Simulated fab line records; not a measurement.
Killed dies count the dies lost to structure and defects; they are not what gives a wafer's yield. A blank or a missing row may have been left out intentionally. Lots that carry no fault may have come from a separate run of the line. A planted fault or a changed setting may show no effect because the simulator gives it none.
8D (eight disciplines) problem report, filled in by code || flow gf180mcu || the parts of the form that need people (team, actions taken, sign-off) are left out

1. WHAT IS WRONG
Mean MVSD_RS at GF_VT_IMPLANT_RS_MEAS_46: 440.1 ohm/sq over 6 wafers in 2 lots; fault-free wafers: 456.7 ohm/sq, standard deviation 1.1. That puts it -15 standard deviations away from the usual mean.
The step: measures by four-point-probe.
Seen first at day 12 10:46 on film_metro-01, wafer L302.1. The record has a number at this step for 42 wafers belonging to 14 lots. Rule for "out", or "out of limits": more than 4 standard deviations from the usual mean. The other wafers with a number count as sound.

2. WHAT IT IS; WHAT IT IS NOT
{"question": "which readings at this step", "is": "MVSD_RS", "is not": "-"}
{"question": "which lots", "is": "L302, L304", "is not": "L286, L288, L289, L290, L292, L294, L295, L299, L305, L306, L307, L309"}
{"question": "which wafers of those lots", "is": "all that have a number", "is not": "-"}
{"question": "read on which gauges", "is": "film_metro-01", "is not": "film_metro-03, film_metro-04"}
{"question": "when", "is": "from day 12 10:46", "is not": "up to then (24 sound wafers); but 12 sound wafers of L305, L306, L307, L309 came after"}

3. WHAT RULES OUT EACH SUSPECT
Counting: any tool at a process step up to the reading is kept as a suspect provided that every lot that is out went through it and no sound lot did after the first of them.
- the gauge at GF_VT_IMPLANT_RS_MEAS_46: ruled out. All the wafers that are out were read on film_metro-01, but those of them that GF_MVSD_IMPLANT_09 has rows for are out there too, on other tools.
- implanter-01 at GF_MVSD_IMPLANT_09: kept. Every lot that is out went through it, starting with L302 (day 8 13:23), and after that it ran no sound lot; the last sound lot it ran before then is L295 (day 6 17:30). Its own beam_on_s, faraday_current_uA readings are out on those wafers.
Left after counting: implanter-01 at GF_MVSD_IMPLANT_09.

4. THE CAUSE (what the simulator had put in)
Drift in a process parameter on implanter-01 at GF_MVSD_IMPLANT_09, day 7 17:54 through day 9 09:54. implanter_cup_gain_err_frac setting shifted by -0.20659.
This tool alone remained once counting was done.

5. SEQUENCE OF EFFECTS, ordered by route
Rows list readings where the struck wafers' mean (over those with a number) sits beyond 3 standard deviations from the usual. Readings are gone through only where the record gives a usual standard deviation; hours: the median, over the lots, of the time from a lot's start at the first step in this table giving one to that lot's start at this step; sigmas: the change measured in usual standard deviations.
{"hours": 0, "step": "GF_MVSD_IMPLANT_09", "reading": "beam_on_s", "usual": "9.96 s", "on struck wafers": 12.54, "change": "+2.58", "sigmas": "+14"}
{"hours": 0, "step": "GF_MVSD_IMPLANT_09", "reading": "faraday_current_uA", "usual": 28.3, "on struck wafers": 22.5, "change": -5.8, "sigmas": -11}
{"hours": 93, "step": "GF_VT_IMPLANT_RS_MEAS_46", "reading": "MVSD_RS", "usual": "456.7 ohm/sq", "on struck wafers": 440.1, "change": -16.6, "sigmas": -15}
Its process steps:
- GF_MVSD_IMPLANT_09
Later measuring or inspecting steps at which every struck wafer that the step has a row for has a number for every such reading, and none has moved that far: GF_CONTACT_OVL_MEAS_15.

6. WHAT WOULD HAVE CAUGHT IT SOONER
Counted from the fault's start at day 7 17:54, it took 113 hours until the first out-of-limits reading at a measuring or inspecting step in this record, taken at day 12 10:46.
The tool's own readings at GF_MVSD_IMPLANT_09 were out on every struck wafer that the step has a row for (beam_on_s, faraday_current_uA): an alarm limit on them would have fired on the first of those.
All the lots that are out (2) had begun GF_MVSD_IMPLANT_09 on implanter-01 by day 12 10:46. None of them would have been spared by holding the tool at that moment.
